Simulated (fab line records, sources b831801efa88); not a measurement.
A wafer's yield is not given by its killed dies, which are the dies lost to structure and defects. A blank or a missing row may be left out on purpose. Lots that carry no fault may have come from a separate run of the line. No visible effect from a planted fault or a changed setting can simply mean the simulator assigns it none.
fab line records	flow sky130	part 2 of 2: steps 27 to 38 of 38
record lots=5	wafers=15	last_day=49
route steps=708 shown VIA1@464 METAL2@483
lots untouched by any fault: they come from a run of this same line in which no faults occurred
start_h: hours from the record's opening day to when the first of the lot's shown wafers began	wait_h: hours since the lot's step before	" identical to the entry in the row above	L1.1+2: one row covering several wafers at once	- either no value or no given start	* or withheld: withheld	< > ~ a bound
route shown NAME@n: a module of which the file shows steps, and the number in the route of the first	usual: the fault-free wafers' mean and standard deviation	same: alike in all rows	chamber/n: place in a boat	sites: per-site readings	_std_site: how widely they spread, as a standard deviation	_edge_site: mean of outer sites minus mean of inner sites	radius_mm: how far each site lies from the wafer's centre	mask NAME#n: copy n	behind: the most recent tool/chamber to have shaped the wafer	hold: why the lot was held/for how many hours/how that ended	device: the n, p or np transistor that did not switch	end of line: tests of these same wafers at the route's end	where a step has no rows: the recipe by itself	killed: at the first sort, the dies lost to defects and structure; wafer yield is something else	map: shows each die of a wafer: x if killed, . if not, _ if none is there
set.NAME: the run value of the setting; set.NAME@STEP: its run value at that earlier step	model.NAME: the simulator's own value behind a step, which no gauge read
certain route steps with their lots: each step a table, each wafer a row
services: a tool's chamber out of use, with start hour (start_h, from the record's first day; less than 0 if before it), hours out, and reason
## steps
# step SKY_METAL2_DEHYDRATE_07
# recipe temp_c=200	time_s=60
lot.wafer	tool	chamber	start_h	wait_h
L074.1+5+6	litho_track-01	0	841.36	12.9
L076.1+3+4	litho_track-02	0	859.62	12.1
L079.2+3+4	litho_track-03	0	873.51	12.7
L089.2+3+4	litho_track-01	0	949.63	12.2
L090.1+2+6	litho_track-02	0	950.97	12.4
# step SKY_METAL2_HMDS_08
# recipe prime_time_s=60	prime_temp_c=120
lot.wafer	tool	chamber	start_h	wait_h
L074.1+5+6	litho_track-01	0	841.51	0.1
L076.1+3+4	litho_track-02	0	859.77	0.1
L079.2+3+4	litho_track-03	0	873.66	0.1
L089.2+3+4	litho_track-01	0	949.78	0.1
L090.1+2+6	litho_track-02	0	951.12	0.1
# step SKY_METAL2_COAT_09
# recipe resist=BARC	temp_c=withheld	time_s=withheld	spin_rpm=3000	resist_thk_nm=60
lot.wafer	tool	chamber	start_h	wait_h
L074.1+5+6	litho_track-01	0	841.66	0.1
L076.1+3+4	litho_track-02	0	859.92	0.1
L079.2+3+4	litho_track-03	0	873.81	0.1
L089.2+3+4	litho_track-01	0	949.93	0.1
L090.1+2+6	litho_track-02	0	951.27	0.1
# step SKY_METAL2_COAT_10
# recipe resist=KrF-thick	spin_rpm=3000	resist_thk_nm=450
lot.wafer	tool	chamber	start_h	wait_h
L074.1+5+6	litho_track-01	0	-	-
L076.1+3+4	litho_track-02	0	-	-
L079.2+3+4	litho_track-03	0	-	-
L089.2+3+4	litho_track-01	0	-	-
L090.1+2+6	litho_track-02	0	-	-
# step SKY_METAL2_SOFTBAKE_11
# recipe temp_c=100	time_s=90	resist=KrF-thick
lot.wafer	tool	chamber	start_h	wait_h
L074.1+5+6	litho_track-01	0	-	-
L076.1+3+4	litho_track-02	0	-	-
L079.2+3+4	litho_track-03	0	-	-
L089.2+3+4	litho_track-01	0	-	-
L090.1+2+6	litho_track-02	0	-	-
# step SKY_METAL2_EXPOSE_12
# recipe mask_id=MM2	na=0.8	source_shape=annular	sigma_inner=0.55	sigma_outer=0.85	target_cd_nm=140	dose_mj=28
lot.wafer	tool	chamber	start_h	wait_h	mask
L074.1+5+6	krf_scanner-02	0	-	-	MM2#0
L076.1+3+4	krf_scanner-02	0	-	-	MM2#0
L079.2+3+4	krf_scanner-02	0	-	-	MM2#0
L089.2+3+4	krf_scanner-02	0	-	-	MM2#0
L090.1+2+6	krf_scanner-02	0	-	-	MM2#0
# step SKY_METAL2_PEB_13
# recipe peb_temp_c=withheld	peb_time_s=withheld	resist=KrF-thick
lot.wafer	tool	chamber	start_h	wait_h
L074.1+5+6	litho_track-03	0	-	-
L076.1+3+4	litho_track-02	0	-	-
L079.2+3+4	litho_track-02	0	-	-
L089.2+3+4	litho_track-01	0	-	-
L090.1+2+6	litho_track-02	0	-	-
# step SKY_METAL2_DEVELOP_14
# recipe develop_time_s=60	resist=KrF-thick	dev_temp_c=21
lot.wafer	tool	chamber	start_h	wait_h
L074.1+5+6	litho_track-03	0	-	-
L076.1+3+4	litho_track-02	0	-	-
L079.2+3+4	litho_track-02	0	-	-
L089.2+3+4	litho_track-01	0	-	-
L090.1+2+6	litho_track-02	0	-	-
# step SKY_METAL2_CD_MEAS_15
# recipe target_cd_nm=140
# usual cd_nm=140.3/1.6
lot.wafer	tool	chamber	start_h	wait_h	cd_nm
L074.1	cd_sem-02	-	854.68	-	139.2
L074.5	"	-	"	"	140.2
L074.6	"	-	"	"	139.7
L076.1	cd_sem-01	-	873.52	-	144.0
L076.3	"	-	"	"	143.2
L076.4	"	-	"	"	145.1
L079.2	cd_sem-02	-	887.24	-	137.6
L079.3	"	-	"	"	139.5
L079.4	"	-	"	"	138.7
L089.2	cd_sem-01	-	962.83	-	141.2
L089.3	"	-	"	"	141.2
L089.4	"	-	"	"	142.4
L090.1	cd_sem-02	-	963.67	-	142.9
L090.2	"	-	"	"	141.9
L090.6	"	-	"	"	142.2
# step SKY_METAL2_OVL_MEAS_16
# usual METAL2_OVL=5/5.8
lot.wafer	tool	chamber	start_h	wait_h	METAL2_OVL[nm]
L074.1	overlay-01	-	854.80	0.1	10
L074.5	"	-	"	"	3
L074.6	"	-	"	"	9
L076.1	overlay-01	-	873.64	0.1	10
L076.3	"	-	"	"	6
L076.4	"	-	"	"	6
L079.2	overlay-01	-	887.35	0.1	4
L079.3	"	-	"	"	-2
L079.4	"	-	"	"	-1
L089.2	overlay-02	-	962.93	0.1	2
L089.3	"	-	"	"	8
L089.4	"	-	"	"	9
L090.1	overlay-01	-	963.79	0.1	7
L090.2	"	-	"	"	-6
L090.6	"	-	"	"	0
# step SKY_METAL2_DESCUM_17
# recipe chemistry=O2	source_power_w=150	bias_power_w=0	pressure_mtorr=10	temp_c=40	time_s=8
# usual drypump_motor_current_A=5.5/0.47	he_backside_leak_sccm=3.36/0.19	oes_product_au=1.001/0.0075	rf_fwd_power_W=147.1/0.72
lot.wafer	tool	chamber	start_h	wait_h	drypump_motor_current_A	he_backside_leak_sccm	oes_product_au	rf_fwd_power_W	rf_hours_counter_h
L074.1	rie_metal-02	1	854.84	0.0	6.1	3.25	1.011	146.5	15
L074.5	"	0	"	"	4.9	3.61	0.999	146.1	-
L074.6	"	1	"	"	6.1	3.41	1.001	146.8	-
L076.1	rie_metal-04	0	873.68	0.0	5.2	3.30	0.999	147.8	2
L076.3	"	1	"	"	5.8	3.16	1.005	146.4	-
L076.4	"	0	"	"	5.2	3.26	0.994	148.3	-
L079.2	rie_metal-04	0	887.38	0.0	5.2	3.16	1.001	148.4	3
L079.3	"	1	"	"	5.8	3.16	1.014	145.9	-
L079.4	"	0	"	"	5.2	3.19	1.004	148.4	-
L089.2	rie_metal-04	0	962.96	0.0	5.2	3.10	0.991	147.7	6
L089.3	"	0	"	"	5.2	3.29	1.000	148.0	-
L089.4	"	1	"	"	5.8	3.08	1.011	145.5	-
L090.1	rie_metal-02	0	963.83	0.0	4.9	3.47	0.996	146.0	3
L090.2	"	1	"	"	6.1	3.42	0.993	146.5	1
L090.6	"	0	"	"	4.9	3.45	0.999	146.2	-
# step SKY_METAL2_ETCH_18
# recipe chemistry=N2/H2	target=BARC	ion_energy_ev=200	bias_w=100	pressure_mtorr=30	n2_flow_sccm=100	h2_flow_sccm=200	icp_w=500	stop_on=SiO2	time_s=45.9	target_depth_a=600
# usual drypump_motor_current_A=5.5/0.47	he_backside_leak_sccm=3.37/0.19	n2_flow_sccm=100.0/0.31	oes_product_au=0.854/0.0047	rf_fwd_power_W=494.8/2.2	throttle_valve_pct=13.225/0.0088
lot.wafer	tool	chamber	start_h	wait_h	drypump_motor_current_A	he_backside_leak_sccm	n2_flow_sccm	oes_product_au	rf_fwd_power_W	rf_hours_counter_h	throttle_valve_pct
L074.1	rie_metal-02	1	854.87	0.0	6.1	3.34	99.4	0.855	495.3	15	13.234
L074.5	"	0	"	"	4.9	3.63	99.9	0.851	492.4	-	13.231
L074.6	"	1	"	"	6.1	3.37	99.8	0.856	496.2	-	13.217
L076.1	rie_metal-04	0	873.71	0.0	5.2	3.34	99.3	0.858	498.1	2	13.231
L076.3	"	1	"	"	5.8	3.06	100.5	0.864	491.1	-	13.229
L076.4	"	0	"	"	5.2	3.34	100.0	0.855	497.7	-	13.221
L079.2	rie_metal-04	0	887.41	0.0	5.2	3.48	99.9	0.851	496.2	3	13.216
L079.3	"	1	"	"	5.8	3.01	100.2	0.856	488.9	-	13.229
L079.4	"	0	"	"	5.2	3.33	100.5	0.858	494.2	-	13.217
L089.2	rie_metal-04	0	963.00	0.0	5.2	3.37	100.3	0.858	496.6	6	13.231
L089.3	"	0	"	"	5.2	3.36	100.5	0.855	495.9	-	13.223
L089.4	"	1	"	"	5.8	2.96	100.0	0.856	493.1	-	13.232
L090.1	rie_metal-02	0	963.86	0.0	5.0	3.62	99.8	0.856	492.2	3	13.216
L090.2	"	1	"	"	6.1	3.32	99.6	0.845	496.1	1	13.232
L090.6	"	0	"	"	4.9	3.69	100.1	0.852	491.8	-	13.235
## services
tool	chamber	start_h	hours	kind
wet_bench-02	-	790.33	1.8	repair
wet_bench-01	-	811.04	2.0	repair
rie_metal-04	-	830.99	1.4	pm
pvd_sputter-04	-	851.03	2.2	repair
pvd_sputter-03	-	858.97	9.0	repair
rie_diel-02	-	865.48	1.3	repair
krf_scanner-02	-	866.11	1.0	pm
rie_diel-02	3	869.92	11.1	repair
rie_diel-02	1	875.36	3.0	repair
rie_metal-02	0	883.91	3.9	repair
pvd_sputter-04	-	883.97	4.0	repair
krf_scanner-02	-	897.43	0.8	pm
rie_diel-02	-	901.21	2.5	repair
krf_scanner-02	-	906.95	1.3	pm
pvd_sputter-03	-	922.83	1.7	repair
rie_diel-02	-	927.40	2.8	pm
pvd_sputter-02	-	929.69	2.3	repair
rie_diel-02	0	932.07	8.8	repair
rie_diel-02	2	941.72	3.5	repair
rie_metal-04	-	944.86	0.6	repair
pvd_sputter-04	-	945.86	9.6	repair
krf_scanner-02	-	952.89	3.4	repair
wet_bench-02	-	953.94	5.7	repair
krf_scanner-02	-	956.45	7.2	pm
